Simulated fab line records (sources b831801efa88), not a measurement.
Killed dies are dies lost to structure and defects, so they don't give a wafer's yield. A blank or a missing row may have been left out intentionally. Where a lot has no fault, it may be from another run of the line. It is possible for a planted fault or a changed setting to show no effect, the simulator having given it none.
Which tool is to blame? | flow gf180mcu | at 1 step of a route of 602, 12 lots with 36 wafers sampled

## WHAT THE GAUGES READ, wafer by wafer
GF_VT_IMPLANT_OVL_MEAS_07.
lot  | measured     | on         | VT_IMPLANT_OVL (nm)
L075 | day 6 01:28  | overlay-02 | 1.9 2.5 2.9
L077 | day 6 10:44  | overlay-02 | 0.8 0.1 0.6
L079 | day 6 23:14  | overlay-01 | 1.3 0.9 1.3
L081 | day 7 11:23  | overlay-02 | -0.6 1.2 0.3
L083 | day 7 23:58  | overlay-02 | 1.7 2.1 1.8
L085 | day 8 12:35  | overlay-01 | -0.5 0.6 0.4
L087 | day 9 00:02  | overlay-01 | -2.2 -1.4 -1.1
L089 | day 9 10:32  | overlay-02 | 2.0 2.0 3.1
L091 | day 10 00:37 | overlay-02 | 2.1 2.0 -0.6
L093 | day 10 11:23 | overlay-01 | 0.1 -0.3 1.1
L095 | day 11 01:05 | overlay-02 | 2.3 2.0 0.2
L096 | day 11 13:44 | overlay-02 | 2.8 2.0 0.0

## WHAT TOOL EACH LOT RAN ON (gives the tool, then ch and the chambers of the sampled wafers, and finally the start)
The record holds no process step before these readings.

## THE ANSWER, worked out from the rows above alone
Rule: what is usual is taken from the lots themselves. The widest of any qualifying gaps counts: lots, ordered by their means at a reading, are off when they make up no more than a third of the lots, leave a main group of 4 or more, and stand apart from it by 3 or more times the standard deviation of that group's means. A main group is skipped when, at the precision printed for the reading in the tables above, its means are all equal. Also off: a lot with no number at a reading for which 4 or more lots have one. Any other lot the step has rows for is counted as sound.
Across all readings shown, no lot is off: no conclusion can be drawn from this.

## WHAT HAD BEEN PUT IN BY THE SIMULATOR
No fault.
